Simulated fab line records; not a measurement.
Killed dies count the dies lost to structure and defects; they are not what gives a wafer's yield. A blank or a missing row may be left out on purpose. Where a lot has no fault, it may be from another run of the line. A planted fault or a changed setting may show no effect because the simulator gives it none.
Which tool did it? :: flow gf180mcu :: Sampling: 13 lots, 39 wafers, 6 of 602 route steps

== WHAT THE GAUGES READ, wafer by wafer ==
GF_CONTACT_THK_MEAS_01. Usual: CONTACT_CVD_00_THK typically reads 300 nm, with standard deviation 3.1.
lot: L908
measured: day 15 17:32
on: filmMetro-01
CONTACT_CVD_00_THK (nm): 295 297 300
flag: 

lot: L909
measured: day 16 03:38
on: filmMetro-04
CONTACT_CVD_00_THK (nm): 297 302 298
flag: 

lot: L910
measured: day 16 09:16
on: filmMetro-01
CONTACT_CVD_00_THK (nm): 302 300 305
flag: 

lot: L911
measured: day 16 14:44
on: filmMetro-04
CONTACT_CVD_00_THK (nm): 303 302 304
flag: 

lot: L913
measured: day 17 20:15
on: filmMetro-01
CONTACT_CVD_00_THK (nm): 303 302 304
flag: 

lot: L915
measured: day 18 02:54
on: filmMetro-02
CONTACT_CVD_00_THK (nm): 299 297 299
flag: 

lot: L916
measured: day 18 10:38
on: filmMetro-01
CONTACT_CVD_00_THK (nm): 298 297 298
flag: 

lot: L919
measured: day 19 14:53
on: filmMetro-02
CONTACT_CVD_00_THK (nm): 297 299 299
flag: 

lot: L920
measured: day 19 22:34
on: filmMetro-01
CONTACT_CVD_00_THK (nm): 296 299 299
flag: 

lot: L921
measured: day 20 08:22
on: filmMetro-01
CONTACT_CVD_00_THK (nm): 145 150 148
flag: OFF

lot: L922
measured: day 20 19:09
on: filmMetro-02
CONTACT_CVD_00_THK (nm): 155 155 153
flag: OFF

lot: L929
measured: day 23 02:32
on: filmMetro-02
CONTACT_CVD_00_THK (nm): 302 300 303
flag: 

lot: L930
measured: day 23 04:19
on: filmMetro-01
CONTACT_CVD_00_THK (nm): 297 294 296
flag: 

GF_CONTACT_OVL_MEAS_15. Usual: CONTACT_OVL typically reads 4 nm, with standard deviation 5.3.
lot: L908
measured: day 16 16:52
on: overlay-01
CONTACT_OVL (nm): 3 12 4
flag: 

lot: L909
measured: day 17 02:47
on: overlay-02
CONTACT_OVL (nm): 12 14 10
flag: 

lot: L910
measured: day 17 08:25
on: overlay-01
CONTACT_OVL (nm): 10 8 1
flag: 

lot: L911
measured: day 17 15:04
on: overlay-02
CONTACT_OVL (nm): 10 6 7
flag: 

lot: L913
measured: day 18 20:11
on: overlay-01
CONTACT_OVL (nm): 6 -3 1
flag: 

lot: L915
measured: day 19 02:37
on: overlay-02
CONTACT_OVL (nm): 4 8 4
flag: 

lot: L916
measured: day 19 10:44
on: overlay-01
CONTACT_OVL (nm): -6 -2 -2
flag: 

lot: L919
measured: day 20 15:39
on: overlay-02
CONTACT_OVL (nm): 11 12 10
flag: 

lot: L920
measured: day 20 23:21
on: overlay-01
CONTACT_OVL (nm): -2 2 -3
flag: 

lot: L921
measured: day 21 09:19
on: overlay-02
CONTACT_OVL (nm): 1 5 6
flag: 

lot: L922
measured: day 21 19:56
on: overlay-01
CONTACT_OVL (nm): -1 0 9
flag: 

lot: L929
measured: day 24 01:57
on: overlay-01
CONTACT_OVL (nm): 5 4 8
flag: 

lot: L930
measured: day 24 03:52
on: overlay-01
CONTACT_OVL (nm): 8 8 4
flag: 

GF_M1_CD_MEAS_14 targets a cd of 230 nm. Usual: cdNm reads 230.0 nm (standard deviation 1.4).
lot: L908
measured: day 17 17:27
on: cdSem-01
cdNm (nm): 232.0 230.6 232.2
flag: 

lot: L909
measured: day 18 03:34
on: cdSem-02
cdNm (nm): 231.0 231.6 231.4
flag: 

lot: L910
measured: day 18 09:58
on: cdSem-01
cdNm (nm): 230.7 229.8 230.3
flag: 

lot: L911
measured: day 18 16:10
on: cdSem-01
cdNm (nm): 229.5 229.4 229.2
flag: 

lot: L913
measured: day 19 20:58
on: cdSem-01
cdNm (nm): 230.9 230.5 231.2
flag: 

lot: L915
measured: day 20 03:55
on: cdSem-02
cdNm (nm): 231.0 229.1 230.7
flag: 

lot: L916
measured: day 20 12:45
on: cdSem-02
cdNm (nm): 230.6 229.5 229.3
flag: 

lot: L919
measured: day 21 16:34
on: cdSem-01
cdNm (nm): 230.0 230.4 229.4
flag: 

lot: L920
measured: day 22 01:34
on: cdSem-01
cdNm (nm): 230.1 229.7 228.7
flag: 

lot: L921
measured: day 22 09:56
on: cdSem-02
cdNm (nm): 227.4 227.4 226.3
flag: 

lot: L922
measured: day 22 20:15
on: cdSem-01
cdNm (nm): 232.1 233.3 233.5
flag: 

lot: L929
measured: day 25 01:52
on: cdSem-01
cdNm (nm): 232.0 230.8 231.5
flag: 

lot: L930
measured: day 25 02:50
on: cdSem-02
cdNm (nm): 230.5 229.1 230.8
flag: 

GF_V1_THK_MEAS_01. Usual: V1_CVD_00_THK typically reads 598 nm, with standard deviation 7.4.
lot: L908
measured: day 17 18:20
on: filmMetro-03
V1_CVD_00_THK (nm): 583 594 581
flag: 

lot: L909
measured: day 18 04:27
on: filmMetro-01
V1_CVD_00_THK (nm): 607 602 612
flag: 

lot: L910
measured: day 18 10:52
on: filmMetro-03
V1_CVD_00_THK (nm): 609 605 608
flag: 

lot: L911
measured: day 18 17:04
on: filmMetro-01
V1_CVD_00_THK (nm): 591 588 589
flag: 

lot: L913
measured: day 19 22:29
on: filmMetro-03
V1_CVD_00_THK (nm): 588 594 597
flag: 

lot: L915
measured: day 20 04:49
on: filmMetro-02
V1_CVD_00_THK (nm): 598 593 599
flag: 

lot: L916
measured: day 20 13:38
on: filmMetro-03
V1_CVD_00_THK (nm): 594 601 600
flag: 

lot: L919
measured: day 21 17:28
on: filmMetro-03
V1_CVD_00_THK (nm): 588 595 595
flag: 

lot: L920
measured: day 22 02:28
on: filmMetro-01
V1_CVD_00_THK (nm): 603 610 610
flag: 

lot: L921
measured: day 22 10:51
on: filmMetro-01
V1_CVD_00_THK (nm): 608 604 601
flag: 

lot: L922
measured: day 22 21:08
on: filmMetro-02
V1_CVD_00_THK (nm): 608 608 604
flag: 

lot: L929
measured: day 25 02:47
on: filmMetro-02
V1_CVD_00_THK (nm): 604 598 604
flag: 

lot: L930
measured: day 25 03:45
on: filmMetro-03
V1_CVD_00_THK (nm): 601 600 596
flag: 

== EACH LOT AND THE TOOL THAT RAN IT (in order: tool; ch and the chambers of the sampled wafers; start) ==
lot: L908
GF_CONTACT_CVD_00: hdpcvd-02 ch 0,1, day 15 17:30
GF_CONTACT_ETCH_17: rieDiel-01 ch 1,2,3, day 17 17:27 or earlier

lot: L909
GF_CONTACT_CVD_00: hdpcvd-01 ch 0,2, day 16 03:35
GF_CONTACT_ETCH_17: rieDiel-01 ch 0,2,3, day 18 03:34 or earlier

lot: L910
GF_CONTACT_CVD_00: hdpcvd-02 ch 0,1,2, day 16 09:13
GF_CONTACT_ETCH_17: rieDiel-04 ch 2,3, day 18 09:58 or earlier

lot: L911
GF_CONTACT_CVD_00: hdpcvd-01 ch 1,2, day 16 14:40
GF_CONTACT_ETCH_17: rieDiel-01 ch 0,3, day 18 16:10 or earlier

lot: L913
GF_CONTACT_CVD_00: hdpcvd-01 ch 0,1,2, day 17 20:13
GF_CONTACT_ETCH_17: rieDiel-04 ch 0,1,2, day 19 20:58 or earlier

lot: L915
GF_CONTACT_CVD_00: hdpcvd-02 ch 0,2, day 18 02:52
GF_CONTACT_ETCH_17: rieDiel-02 ch 0,1,3, day 20 03:55 or earlier

lot: L916
GF_CONTACT_CVD_00: hdpcvd-02 ch 1,2, day 18 10:35
GF_CONTACT_ETCH_17: rieDiel-04 ch 2,3, day 20 12:45 or earlier

lot: L919
GF_CONTACT_CVD_00: hdpcvd-01 ch 0,1,2, day 19 14:50
GF_CONTACT_ETCH_17: rieDiel-01 ch 0,2,3, day 21 16:34 or earlier

lot: L920
GF_CONTACT_CVD_00: hdpcvd-01 ch 0,1,2, day 19 22:31
GF_CONTACT_ETCH_17: rieDiel-02 ch 2,3, day 22 01:34 or earlier

lot: L921
GF_CONTACT_CVD_00: hdpcvd-01 ch 0,1,2, day 20 08:19
GF_CONTACT_ETCH_17: rieDiel-02 ch 0,2,3, day 22 09:56 or earlier

lot: L922
GF_CONTACT_CVD_00: hdpcvd-01 ch 0,1,2, day 20 19:06
GF_CONTACT_ETCH_17: rieDiel-04 ch 1,2, day 22 20:15 or earlier

lot: L929
GF_CONTACT_CVD_00: hdpcvd-01 ch 0,2, day 23 02:29
GF_CONTACT_ETCH_17: rieDiel-01 ch 0,1,3, day 25 01:52 or earlier

lot: L930
GF_CONTACT_CVD_00: hdpcvd-02 ch 0,1,2, day 23 04:15
GF_CONTACT_ETCH_17: rieDiel-02 ch 0,1,2, day 25 02:50 or earlier
- GF_CONTACT_CVD_00: deposits SiO2, target thk 300 nm, time 50 s.
- GF_CONTACT_ETCH_17: etches SiO2 in C4F8/O2/Ar, stops on CoSi2, target depth 860 nm.

== WHAT THE TOOLS THEMSELVES READ (means of the sampled wafers that have a number; where no wafer has one, the mark that the record gives instead) ==
GF_CONTACT_CVD_00. Usual: sih4FlowSccm reads 59.99 sccm (standard deviation 0.18).
lot: L908
tool: hdpcvd-02
sih4FlowSccm (sccm): 59.96
flag: 

lot: L909
tool: hdpcvd-01
sih4FlowSccm (sccm): 59.97
flag: 

lot: L910
tool: hdpcvd-02
sih4FlowSccm (sccm): 60.05
flag: 

lot: L911
tool: hdpcvd-01
sih4FlowSccm (sccm): 60.10
flag: 

lot: L913
tool: hdpcvd-01
sih4FlowSccm (sccm): 59.81
flag: 

lot: L915
tool: hdpcvd-02
sih4FlowSccm (sccm): 59.87
flag: 

lot: L916
tool: hdpcvd-02
sih4FlowSccm (sccm): 60.11
flag: 

lot: L919
tool: hdpcvd-01
sih4FlowSccm (sccm): 59.78
flag: 

lot: L920
tool: hdpcvd-01
sih4FlowSccm (sccm): 59.96
flag: 

lot: L921
tool: hdpcvd-01
sih4FlowSccm (sccm): 30.09
flag: OFF

lot: L922
tool: hdpcvd-01
sih4FlowSccm (sccm): 29.95
flag: OFF

lot: L929
tool: hdpcvd-01
sih4FlowSccm (sccm): 59.96
flag: 

lot: L930
tool: hdpcvd-02
sih4FlowSccm (sccm): 60.05
flag: 

GF_CONTACT_ETCH_17. Usual: oesProductAu reads 0.815 a.u. (standard deviation 0.0046).
lot: L908
tool: rieDiel-01
oesProductAu (a.u.): 0.812
flag: 

lot: L909
tool: rieDiel-01
oesProductAu (a.u.): 0.814
flag: 

lot: L910
tool: rieDiel-04
oesProductAu (a.u.): 0.816
flag: 

lot: L911
tool: rieDiel-01
oesProductAu (a.u.): 0.817
flag: 

lot: L913
tool: rieDiel-04
oesProductAu (a.u.): 0.818
flag: 

lot: L915
tool: rieDiel-02
oesProductAu (a.u.): 0.820
flag: 

lot: L916
tool: rieDiel-04
oesProductAu (a.u.): 0.818
flag: 

lot: L919
tool: rieDiel-01
oesProductAu (a.u.): 0.816
flag: 

lot: L920
tool: rieDiel-02
oesProductAu (a.u.): 0.816
flag: 

lot: L921
tool: rieDiel-02
oesProductAu (a.u.): 0.735
flag: OFF

lot: L922
tool: rieDiel-04
oesProductAu (a.u.): 0.742
flag: OFF

lot: L929
tool: rieDiel-01
oesProductAu (a.u.): 0.815
flag: 

lot: L930
tool: rieDiel-02
oesProductAu (a.u.): 0.808
flag: 

== THE ANSWER, worked out from the rows above alone ==
Rule: a lot counts as off when the mean over its wafers that have a number is more than 3 standard deviations away from the usual mean. A lot without any number at a reading at which 4 lots or more have one is off too. Any other lot the step has rows for is counted as sound. After the gauges, taken in route order, come the tools' own readings; for these a lot's mean is taken, as printed above. The first step at which some lot is off is used, and at that step the reading that is off furthest; a lot without a number counts as furthest.
Off: L921, L922, at GF_CONTACT_THK_MEAS_01 (CONTACT_CVD_00_THK).
A tool fits if, at a process step before that reading, it ran every lot that is off, and no sound lot after the first of them. Not tried: the gauges at GF_CONTACT_THK_MEAS_01; whatever is off there is also off at GF_CONTACT_CVD_00, on other tools, and gauge error can't account for it. Of those tried, none fits.

== WHAT HAD BEEN PUT IN BY THE SIMULATOR ==
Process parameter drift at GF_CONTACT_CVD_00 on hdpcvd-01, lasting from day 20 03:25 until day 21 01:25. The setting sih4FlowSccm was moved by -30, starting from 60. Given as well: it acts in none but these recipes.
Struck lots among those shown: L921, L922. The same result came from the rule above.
